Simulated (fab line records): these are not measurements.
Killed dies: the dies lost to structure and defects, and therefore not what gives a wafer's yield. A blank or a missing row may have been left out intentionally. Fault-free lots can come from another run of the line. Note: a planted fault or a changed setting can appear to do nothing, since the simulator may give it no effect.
Chamber matching / flow sky130 / SKY_CONTACT_STRIP_20 on wet bench-04 has 4 sister chambers
The step strips in post etch residue remover, time 1200 s. 8 wafers are shown with their chamber, then 7 later ones without.

== WAFERS, EACH WITH ITS CHAMBER ==
wafer=L558.4; chamber=0; bath guard temp C (C)=72.8; bath heat duty pct (%)=14.7
wafer=L558.5; chamber=0; bath guard temp C (C)=72.8; bath heat duty pct (%)=15.0
wafer=L563.3; chamber=2; bath guard temp C (C)=74.2; bath heat duty pct (%)=15.1
wafer=L563.5; chamber=2; bath guard temp C (C)=73.9; bath heat duty pct (%)=14.2
wafer=L564.2; chamber=1; bath guard temp C (C)=71.3; bath heat duty pct (%)=21.0
wafer=L564.5; chamber=1; bath guard temp C (C)=71.8; bath heat duty pct (%)=19.6
wafer=L566.1; chamber=3; bath guard temp C (C)=71.7; bath heat duty pct (%)=12.6
wafer=L566.2; chamber=3; bath guard temp C (C)=71.6; bath heat duty pct (%)=13.0

== WAFERS WITH NO CHAMBER GIVEN ==
wafer=L566.5; bath guard temp C (C)=72.2; bath heat duty pct (%)=12.4
wafer=L577.2; bath guard temp C (C)=73.7; bath heat duty pct (%)=16.2
wafer=L577.4; bath guard temp C (C)=74.1; bath heat duty pct (%)=14.0
wafer=L577.5; bath guard temp C (C)=74.1; bath heat duty pct (%)=14.7
wafer=L579.3; bath guard temp C (C)=72.7; bath heat duty pct (%)=16.0
wafer=L579.5; bath guard temp C (C)=72.9; bath heat duty pct (%)=14.3
wafer=L579.6; bath guard temp C (C)=72.9; bath heat duty pct (%)=16.2

== EACH ONE'S CHAMBER ==
wafer=L566.5; from the rows above=3; in truth=3
wafer=L577.2; from the rows above=can't be placed: 2 or 0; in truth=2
wafer=L577.4; from the rows above=2; in truth=2
wafer=L577.5; from the rows above=2; in truth=2
wafer=L579.3; from the rows above=0; in truth=0
wafer=L579.5; from the rows above=0; in truth=0
wafer=L579.6; from the rows above=0; in truth=0
Placed correctly: 6 of 7. Unplaceable from these rows: 1, with the true chamber sitting among the candidates in 1. Number placed wrongly: 0.
How it was worked out, from the rows above alone: a wafer's distance from a chamber is the root of the sum, over the readings, of the square of ((its reading less the chamber's mean) divided by the reading's scatter). If the next closest chamber is less than 2 further off than the closest, the wafer can't be placed; otherwise it belongs to the closest. For every chamber, the mean is computed from those of its wafers that are shown. The scatter: the root of (the sum of the squares of (reading less its chamber's mean) over the shown wafers, divided by (wafers less chambers)).
